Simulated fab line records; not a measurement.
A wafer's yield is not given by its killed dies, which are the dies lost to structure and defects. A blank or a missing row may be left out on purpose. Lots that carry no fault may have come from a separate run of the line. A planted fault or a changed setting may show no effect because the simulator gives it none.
fab line records | flow sky130
record lots=6 wafers=18 lastDay=50
route steps=708 shown METAL2@495 VIA2@507 PAD_OPEN@708
lots that met no fault: from a run of the same line without faults
startH: the number of hours between the record's first day and the start of the first shown wafer of the lot | waitH: time in hours since the lot's previous step | " same as the row above | L1.1+2: several wafers, shown together as one row | - no value, or no start given | * or withheld: withheld | < > ~ a bound
route shown NAME@n: a module of which the file shows steps, and the number in the route of the first | usual: mean/standard deviation of fault-free wafers | same: alike in all rows | chamber/n: place in a boat | sites: each site's reading | _std_site: the values' standard deviation | _edge_site: mean of outer sites minus mean of inner sites | radiusMm: for every site, how far away it sits from the centre of the wafer | mask NAME#n: copy n | behind: the last tool/chamber to shape the wafer | hold: why the lot was held/for how many hours/how that ended | device: names the non-switching transistor (n, p or np) | end of line: the route-end tests of the same wafers | for a step that has no rows: nothing shown but its recipe | killed: dies lost to structure and defects at the first sort, not the wafer's yield | map: a wafer's dies, x killed, . not, _ none there
set.NAME: the setting that was run; set.NAME@STEP: the one run at that earlier step | model.NAME: the simulator's own value behind a step, which no gauge read
certain route steps with their lots: each step a table, each wafer a row
services: when a tool's chamber went out of use (startH, in hours from the record's first day, below 0 if earlier), for how many hours, and the reason
## steps
# step SKY_METAL2_EXPOSE_12
# recipe maskId=MM2 na=0.8 sourceShape=annular sigmaInner=0.55 sigmaOuter=0.85 targetCdNm=140 doseMj=28
# step SKY_METAL2_PEB_13
# recipe pebTempC=withheld pebTimeS=withheld resist=KrF-thick
# step SKY_METAL2_DEVELOP_14
# recipe developTimeS=60 resist=KrF-thick devTempC=21
# step SKY_METAL2_CD_MEAS_15
# recipe targetCdNm=140
# usual cdNm=140.5/1.6
# columns lot.wafer tool chamber startH waitH cdNm
L652.1 cdSem-01 - 844.43 - 141.6
L652.3 " - " " 142.9
L652.6 " - " " 140.4
L654.1 cdSem-02 - 854.59 - 142.5
L654.5 " - " " 142.6
L654.6 " - " " 141.1
L657.2 cdSem-01 - 890.13 - 140.7
L657.3 " - " " 140.4
L657.4 " - " " 142.8
L659.1 cdSem-01 - 898.21 - 141.7
L659.3 " - " " 141.1
L659.6 " - " " 140.4
L669.1 cdSem-01 - 974.94 - 138.7
L669.2 " - " " 138.9
L669.6 " - " " 139.3
L672.1 cdSem-02 - 985.69 - 139.5
L672.4 " - " " 140.1
L672.6 " - " " 139.6
# step SKY_METAL2_OVL_MEAS_16
# usual METAL2_OVL=-2/6.3
# columns lot.wafer tool chamber startH waitH METAL2_OVL[nm]
L652.1 overlay-02 - 844.55 0.1 -3
L652.3 " - " " -6
L652.6 " - " " -6
L654.1 overlay-02 - 854.71 0.1 2
L654.5 " - " " 1
L654.6 " - " " 4
L657.2 overlay-01 - 890.24 0.1 -7
L657.3 " - " " 0
L657.4 " - " " -1
L659.1 overlay-02 - 898.33 0.1 -1
L659.3 " - " " -6
L659.6 " - " " -13
L669.1 overlay-01 - 975.06 0.1 -1
L669.2 " - " " -5
L669.6 " - " " 0
L672.1 overlay-01 - 985.81 0.1 4
L672.4 " - " " -1
L672.6 " - " " 3
# step SKY_METAL2_DESCUM_17
# recipe chemistry=O2 sourcePowerW=150 biasPowerW=0 pressureMtorr=10 tempC=40 timeS=8
# usual drypumpMotorCurrentA=6.2/0.38 oesProductAu=0.993/0.0099
# columns lot.wafer tool chamber startH waitH drypumpMotorCurrentA oesProductAu rfHoursCounterH
L652.1 rieMetal-02 1 844.59 0.0 6.3 0.987 5
L652.3 " 0 " " 6.2 0.990 -
L652.6 " 1 " " 6.3 0.988 -
L654.1 rieMetal-01 1 854.74 0.0 6.8 0.987 9
L654.5 " 1 " " 6.8 0.986 -
L654.6 " 0 " " 5.6 1.004 -
L657.2 rieMetal-04 1 890.27 0.0 6.1 0.995 10
L657.3 " 1 " " 6.1 1.000 -
L657.4 " 0 " " 6.1 0.996 -
L659.1 rieMetal-04 0 898.37 0.0 6.1 0.991 13
L659.3 " 1 " " 6.1 0.984 -
L659.6 " 1 " " 6.1 0.990 -
L669.1 rieMetal-04 1 975.09 0.0 6.1 0.987 13
L669.2 " 0 " " 6.1 0.997 16
L669.6 " 1 " " 6.1 0.986 -
L672.1 rieMetal-01 0 985.84 0.0 5.6 0.998 8
L672.4 " 0 " " 5.6 0.992 -
L672.6 " 1 " " 6.8 0.987 -
# step SKY_METAL2_ETCH_18
# recipe chemistry=N2/H2 target=BARC ionEnergyEv=200 biasW=100 pressureMtorr=30 n2FlowSccm=100 h2FlowSccm=200 icpW=500 stopOn=SiO2 timeS=45.9 targetDepthA=600
# usual drypumpMotorCurrentA=6.2/0.38 oesProductAu=0.855/0.0054 throttleValvePct=13.225/0.009
# columns lot.wafer tool chamber startH waitH drypumpMotorCurrentA oesProductAu rfHoursCounterH throttleValvePct
L652.1 rieMetal-02 1 844.62 0.0 6.3 0.851 5 13.222
L652.3 " 0 " " 6.2 0.851 - 13.223
L652.6 " 1 " " 6.3 0.858 - 13.230
L654.1 rieMetal-01 1 854.77 0.0 6.8 0.857 9 13.226
L654.5 " 1 " " 6.9 0.849 - 13.216
L654.6 " 0 " " 5.6 0.862 - 13.216
L657.2 rieMetal-04 1 890.30 0.0 6.1 0.854 10 13.236
L657.3 " 1 " " 6.1 0.851 - 13.232
L657.4 " 0 " " 6.2 0.854 - 13.230
L659.1 rieMetal-04 0 898.40 0.0 6.1 0.848 13 13.234
L659.3 " 1 " " 6.1 0.860 - 13.220
L659.6 " 1 " " 6.1 0.849 - 13.221
L669.1 rieMetal-04 1 975.12 0.0 6.1 0.862 13 13.224
L669.2 " 0 " " 6.1 0.858 16 13.227
L669.6 " 1 " " 6.1 0.848 - 13.223
L672.1 rieMetal-01 0 985.87 0.0 5.6 0.852 8 13.212
L672.4 " 0 " " 5.6 0.848 - 13.220
L672.6 " 1 " " 6.8 0.851 - 13.207
# step SKY_METAL2_METAL_ETCH_19
# recipe targetDepthA=3600 stopOn=SiO2 overEtchFrac=0.3 timeS=78 chemistry=Cl2/BCl3 resistSidewallDeg=88 pressureMtorr=10 icpW=900 biasW=48.5 Cl2_flow_sccm=60 bcl3FlowSccm=30
# usual drypumpMotorCurrentA=6.2/0.38 oesProductAu=0.854/0.006 throttleValvePct=22.265/0.0086
# columns lot.wafer tool chamber startH waitH drypumpMotorCurrentA oesProductAu rfHoursCounterH throttleValvePct
L652.1 rieMetal-02 1 844.69 0.0 6.3 0.857 5 22.256
L652.3 " 0 " " 6.2 0.844 - 22.275
L652.6 " 1 " " 6.3 0.853 - 22.254
L654.1 rieMetal-01 1 854.84 0.0 6.8 0.860 9 22.270
L654.5 " 1 " " 6.7 0.846 - 22.256
L654.6 " 0 " " 5.6 0.838 - 22.251
L657.2 rieMetal-04 1 890.36 0.0 6.1 0.857 10 22.265
L657.3 " 1 " " 6.1 0.855 - 22.262
L657.4 " 0 " " 6.1 0.859 - 22.274
L659.1 rieMetal-04 0 898.46 0.0 6.2 0.851 13 22.275
L659.3 " 1 " " 6.1 0.863 - 22.257
L659.6 " 1 " " 6.1 0.852 - 22.259
L669.1 rieMetal-04 1 975.19 0.0 6.1 0.851 13 22.265
L669.2 " 0 " " 6.1 0.857 17 22.271
L669.6 " 1 " " 6.1 0.848 - 22.255
L672.1 rieMetal-01 0 985.94 0.0 5.6 0.858 8 22.252
L672.4 " 0 " " 5.6 0.849 - 22.273
L672.6 " 1 " " 6.8 0.862 - 22.249
# step SKY_METAL2_STRIP_20
# recipe chemistry=O2/N2 powerW=1400 pressureMtorr=1500 platenTempC=withheld o2FlowSccm=3000 n2FlowSccm=300 overashFraction=0.5
# usual drypumpMotorCurrentA=6.0/0.43 oesProductAu=0.343/0.0056 stripTimeToEndpointS=2.73/0.046
# columns lot.wafer tool chamber startH waitH drypumpMotorCurrentA oesProductAu rfHoursCounterH stripTimeToEndpointS
L652.1 plasmaAsher-04 1 844.78 0.1 6.0 0.348 41 2.74
L652.3 " 0 " " 5.3 0.338 - 2.66
L652.6 " 0 " " 5.3 0.347 - 2.68
L654.1 plasmaAsher-01 0 854.93 0.1 6.3 0.341 74 2.74
L654.5 " 0 " " 6.3 0.352 - 2.75
L654.6 " 1 " " 6.5 0.344 - 2.71
L657.2 plasmaAsher-01 0 890.45 0.1 6.3 0.356 76 2.72
L657.3 " 0 " " 6.3 0.341 - 2.70
L657.4 " 1 " " 6.5 0.338 - 2.66
L659.1 plasmaAsher-01 1 898.55 0.1 6.6 0.337 77 2.67
L659.3 " 1 " " 6.5 0.347 - 2.72
L659.6 " 0 " " 6.2 0.345 - 2.76
L669.1 plasmaAsher-02 0 975.28 0.1 5.6 0.350 23 2.75
L669.2 " 1 " " 6.0 0.347 23 2.72
L669.6 " 0 " " 5.6 0.344 - 2.72
L672.1 plasmaAsher-01 1 986.03 0.1 6.5 0.331 85 2.72
L672.4 " 0 " " 6.3 0.348 - 2.74
L672.6 " 1 " " 6.5 0.344 - 2.76
# step SKY_METAL2_STRIP_21
# recipe chemistry=postEtchResidueRemover timeS=1200 tempC=72.5
# step SKY_METAL2_CLEAN_22
# recipe chemistry=IPA timeS=180 tempC=25
# step SKY_METAL2_CLEAN_23
# recipe chemistry=O3/DIW dry=n2Spin
# step SKY_VIA2_HDPCVD_00
# recipe material=SiO2 targetThkNm=1180 sigmaOpenFrac=0.3 timeS=196.7 tempC=400 sih4FlowSccm=60 pressureMtorr=6
# usual runLengthS=224.8/0.48
# columns lot.wafer tool chamber startH waitH runLengthS model.SiO2_of_VIA2_HDPCVD_00.thkNm
L652.1 hdpcvd-01 2 845.37 0.0 224.8 1190
L652.3 " 1 " " 224.2 1189
L652.6 " 1 " " 224.8 1171
L654.1 hdpcvd-02 0 855.61 0.0 225.3 1186
L654.5 " 2 " " 224.6 1171
L654.6 " 1 " " 224.6 1161
L657.2 hdpcvd-02 0 891.05 0.0 226.0 1192
L657.3 " 1 " " 215.9 1118
L657.4 " 0 " " 226.0 1193
L659.1 hdpcvd-02 1 899.18 0.0 216.1 1101
L659.3 " 2 " " 224.3 1169
L659.6 " 0 " " 225.2 1167
L669.1 hdpcvd-01 0 975.87 0.0 224.4 1180
L669.2 " 2 " " 225.2 1183
L669.6 " 1 " " 224.6 1181
L672.1 hdpcvd-01 0 986.66 0.0 224.5 1175
L672.4 " 2 " " 225.1 1172
L672.6 " 0 " " 224.3 1180
# step SKY_VIA2_THK_MEAS_01
# recipe reads=SiO2_of_VIA2_HDPCVD_00
# usual VIA2_HDPCVD_THK=1175/12
# columns lot.wafer tool chamber startH waitH hold VIA2_HDPCVD_THK[nm]
L652.1 filmMetro-04 - 845.49 0.1 - 1191
L652.3 " - " " - 1187
L652.6 " - " " - 1170
L654.1 filmMetro-01 - 855.73 0.1 - 1185
L654.5 " - " " - 1170
L654.6 " - " " - 1161
L657.2 filmMetro-03 - 891.18 0.1 awaitDispo/0.2h/release 1191
L657.3 " - " " awaitDispo/0.2h/release 1117
L657.4 " - " " awaitDispo/0.2h/release 1193
L657.2 filmMetro-03 - 891.41 0.2 - 1192
L657.3 " - " " - 1118
L657.4 " - " " - 1193
L659.1 filmMetro-03 - 899.30 0.1 awaitDispo/0.2h/release 1101
L659.3 " - " " awaitDispo/0.2h/release 1168
L659.6 " - " " awaitDispo/0.2h/release 1167
L659.1 filmMetro-03 - 899.53 0.2 - 1101
L659.3 " - " " - 1169
L659.6 " - " " - 1166
L669.1 filmMetro-01 - 975.99 0.1 - 1181
L669.2 " - " " - 1183
L669.6 " - " " - 1180
L672.1 filmMetro-01 - 986.78 0.1 - 1174
L672.4 " - " " - 1172
L672.6 " - " " - 1179
# step SKY_VIA2_CMP_02
# recipe material=SiO2 downForcePsi=4 platenRpm=60 padVelocityMS=0.94248
# usual headPressurePsi=3.999/0.0092 motorCurrentA=11.8/1.6 platenRpm=60.00/0.034
# columns lot.wafer tool chamber startH waitH hold headPressurePsi motorCurrentA platenRpm
L652.1 cmp-01 0 845.60 0.1 - 4.012 9.9 60.02
L652.3 " 1 " " - 4.005 13.7 59.97
L652.6 " 3 " " - 3.997 11.2 60.07
L654.1 cmp-02 0 855.84 0.1 - 3.986 10.2 60.00
L654.5 " 3 " " - 3.991 11.4 59.97
L654.6 " 0 " " - 3.993 9.9 60.01
L657.2 cmp-01 2 897.96 6.5 awaitDispo/3.5h/release 4.009 14.2 60.02
L657.4 " 0 " " awaitDispo/3.5h/release 4.017 9.5 59.99
L657.3 " 1 " " awaitDispo/3.5h/release 4.006 13.5 60.00
L659.1 cmp-01 3 901.35 1.8 awaitDispo/1.7h/release 4.009 10.7 59.99
L659.3 " 1 " " awaitDispo/1.7h/release 3.995 13.3 60.03
L659.6 " 3 " " awaitDispo/1.7h/release 4.001 10.4 60.00
L669.2 cmp-01 1 976.05 0.0 - 4.006 12.9 59.99
L669.1 " 3 " " - 4.002 10.9 60.02
L669.6 " 2 " " - 4.025 14.0 60.03
L672.1 cmp-01 2 986.84 0.1 - 3.987 13.9 60.03
L672.4 " 1 " " - 3.996 13.7 59.99
L672.6 " 2 " " - 4.005 13.9 60.03
# step SKY_PAD_OPEN_PROBE_99
# usual defectLimitedYield=82.5/2 killed_at_M0_to_M3=42/6.6 killed_at_M4_up=3.1/1.9 killedAtContacts=25/5.7 killedAtFrontEnd=16/5 killedAtOther=0.2/0.38 killedDies=86/9.6 killedOpen=47/7.2 killedShort=39/6.2 sort_bin_3_pad_short=0.9/0.44 sort_bin_5_function=10.3/1.5 sort_bin_6_memory=6.2/1.1 sortNPass=406/9.6 sortYieldPct=82.5/2
# same grossDies=492 killedAtBackSide=0 sort_bin_4_leakage[%]=0 sort_bin_8_speed[%]=0
# columns lot.wafer tool chamber startH waitH defectLimitedYield[%] killed_at_M0_to_M3 killed_at_M4_up killedAtContacts killedAtFrontEnd killedAtOther killedDies killedOpen killedShort sort_bin_3_pad_short[%] sort_bin_5_function[%] sort_bin_6_memory[%] sortNPass sortYieldPct[%]
L652.1 prober-02 - 1094.44 0.1 83.5 38 3 26 14 0 81 44 37 1.4 10.0 5.1 411 83.5
L652.3 prober-02 - 1094.54 0.2 83.1 44 2 21 16 0 83 38 45 0.8 8.9 7.1 409 83.1
L652.6 prober-02 - 1094.69 0.2 78.5 60 3 27 16 0 106 61 45 1.2 12.0 8.3 386 78.5
L654.1 prober-02 - 1101.74 0.1 82.3 33 3 38 13 0 87 45 42 1.8 9.8 6.1 405 82.3
L654.5 prober-02 - 1101.94 0.2 78.5 48 3 30 25 0 106 62 44 1.6 12.0 7.9 386 78.5
L654.6 prober-02 - 1101.99 0.2 83.3 38 2 24 18 0 82 50 32 0.8 8.9 6.9 410 83.3
L659.1 prober-01 - 1136.79 0.1 79.9 42 4 28 25 0 99 62 37 1.0 11.4 7.7 393 79.9
L659.3 prober-01 - 1136.89 0.2 83.1 42 0 26 15 0 83 45 38 1.4 9.3 6.1 409 83.1
L659.6 prober-01 - 1137.04 0.2 82.3 47 1 27 12 0 87 49 38 1.0 11.4 5.3 405 82.3
L672.1 prober-02 - 1197.80 0.1 83.7 42 2 25 10 1 80 47 33 0.6 10.4 5.3 412 83.7
L672.4 prober-02 - 1197.95 0.2 82.3 53 3 22 9 0 87 40 47 0.8 10.6 6.3 405 82.3
L672.6 prober-02 - 1198.05 0.2 83.9 44 5 21 9 0 79 39 40 1.2 8.9 5.9 413 83.9
# killed by level:class
L652.1 FIELD_ISO:geometricParticle:open=8 CONTACT:geometricParticle:open=7 VIA2:geometricParticle:open=7 LI_CONTACT:geometricParticle:open=5 LOCAL_INTERCONNECT:geometricParticle:short=5 CONTACT:geometricParticle:short=5 VIA1:geometricParticle:short=5 VIA3:geometricParticle:short=5
L652.3 VIA2:geometricParticle:open=10 CONTACT:geometricParticle:open=9 METAL1:geometricParticle:short=8 VIA3:geometricParticle:open=8 POLY_GATE:geometricParticle:short=7 FIELD_ISO:geometricParticle:short=4 METAL3:geometricParticle:short=4 CONTACT:geometricParticle:short=4
L652.6 VIA1:geometricParticle:open=14 VIA3:geometricParticle:open=12 CONTACT:geometricParticle:open=9 METAL2:geometricParticle:short=8 LI_CONTACT:geometricParticle:open=7 FIELD_ISO:geometricParticle:open=5 LOCAL_INTERCONNECT:geometricParticle:short=5 METAL1:geometricParticle:short=5
L654.1 CONTACT:geometricParticle:open=14 LI_CONTACT:geometricParticle:open=7 CONTACT:geometricParticle:short=7 VIA1:geometricParticle:open=7 METAL1:geometricParticle:short=6 VIA1:geometricParticle:short=6 VIA2:geometricParticle:open=5 FIELD_ISO:geometricParticle:short=4
L654.5 CONTACT:geometricParticle:open=13 VIA1:geometricParticle:open=12 LI_CONTACT:geometricParticle:open=8 VIA3:geometricParticle:open=7 METAL1:geometricParticle:short=6 VIA1:geometricParticle:short=6 FIELD_ISO:geometricParticle:open=5 POLY_GATE:geometricParticle:open=5
L654.6 CONTACT:geometricParticle:open=11 FIELD_ISO:geometricParticle:open=8 VIA1:geometricParticle:open=8 VIA2:geometricParticle:open=7 LI_CONTACT:geometricParticle:open=6 CONTACT:geometricParticle:short=5 METAL2:geometricParticle:short=5 FIELD_ISO:geometricParticle:short=4
L659.1 VIA1:geometricParticle:open=12 LI_CONTACT:geometricParticle:open=11 CONTACT:geometricParticle:open=8 FIELD_ISO:geometricParticle:open=7 VIA2:geometricParticle:open=7 METAL2:geometricParticle:short=5 VIA3:geometricParticle:open=5 POLY_GATE:geometricParticle:open=4
L659.3 VIA1:geometricParticle:open=12 CONTACT:geometricParticle:open=10 METAL1:geometricParticle:short=8 LI_CONTACT:geometricParticle:open=7 FIELD_ISO:geometricParticle:short=6 CONTACT:geometricParticle:short=6 VIA2:geometricParticle:open=6 METAL2:geometricParticle:short=6
L659.6 VIA1:geometricParticle:open=17 CONTACT:geometricParticle:short=7 LI_CONTACT:geometricParticle:open=7 VIA3:geometricParticle:open=7 FIELD_ISO:geometricParticle:open=5 METAL2:geometricParticle:short=5 LI_CONTACT:geometricParticle:short=5 VIA1:geometricParticle:short=5
L672.1 VIA1:geometricParticle:open=11 CONTACT:geometricParticle:open=10 VIA3:geometricParticle:open=7 LI_CONTACT:geometricParticle:open=6 LOCAL_INTERCONNECT:geometricParticle:short=5 VIA2:geometricParticle:open=5 FIELD_ISO:geometricParticle:open=4 VIA1:geometricParticle:short=4
L672.4 VIA1:geometricParticle:open=12 METAL1:geometricParticle:short=11 METAL2:geometricParticle:short=7 VIA1:geometricParticle:short=7 VIA3:geometricParticle:open=7 CONTACT:geometricParticle:open=6 LI_CONTACT:geometricParticle:open=4 LOCAL_INTERCONNECT:geometricParticle:short=4
L672.6 VIA1:geometricParticle:open=10 METAL2:geometricParticle:short=9 CONTACT:geometricParticle:open=7 VIA1:geometricParticle:short=6 VIA2:geometricParticle:open=6 LOCAL_INTERCONNECT:geometricParticle:short=4 CONTACT:geometricParticle:short=4 METAL4:geometricParticle:short=4
## services
# columns tool chamber startH hours kind
plasmaAsher-04 - 849.97 2.8 pm
plasmaAsher-01 - 862.99 14.6 pm
hdpcvd-01 - 866.40 14.6 pm
hdpcvd-01 - 885.19 8.7 repair
cmp-02 - 887.97 0.3 repair
cmp-02 - 911.49 7.9 pm
cmp-01 - 912.00 4.0 pm
cmp-01 - 916.00 - consumableReplace:conditioner
cmp-01 - 916.00 - consumableReplace:pad
cmp-01 - 941.45 2.4 repair
hdpcvd-01 1 946.74 6.6 repair
hdpcvd-01 - 950.25 15.0 pm
hdpcvd-01 0 950.25 15.0 ventCycle
hdpcvd-01 1 950.25 15.0 ventCycle
hdpcvd-01 2 950.25 15.0 ventCycle
cmp-02 - 954.22 0.5 repair
cmp-01 - 954.67 9.8 repair
hdpcvd-01 1 955.89 8.7 repair
cmp-01 - 963.10 0.7 repair
hdpcvd-01 0 965.25 - clean
hdpcvd-01 1 965.25 - clean
hdpcvd-01 2 965.25 - clean
cmp-01 - 981.69 0.6 repair
## key
firstSign step=SKY_VIA2_HDPCVD_00 reading=runLengthS direction=down sigmas=18 usual=* struck=*
effect step=SKY_VIA2_THK_MEAS_01 reading=visit direction=added
effect step=SKY_VIA2_THK_MEAS_01 reading=VIA2_HDPCVD_THK direction=down sigmas=5.5 usual=1175 struck=1109
modelEffect step=SKY_VIA2_HDPCVD_00 value=SiO2_of_VIA2_HDPCVD_00.thkNm without=1163 struck=1110
metAt SKY_VIA2_HDPCVD_00
struckWafers L657.3,L659.1
onsetBetween 855.61 891.05
fault kind=processParameterDrift tool=hdpcvd-02 chamber=1 onsetH=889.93 steps=SKY_VIA2_HDPCVD_00 channel=timeS offset=* shape=step endH=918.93 actsIn=* stated=*
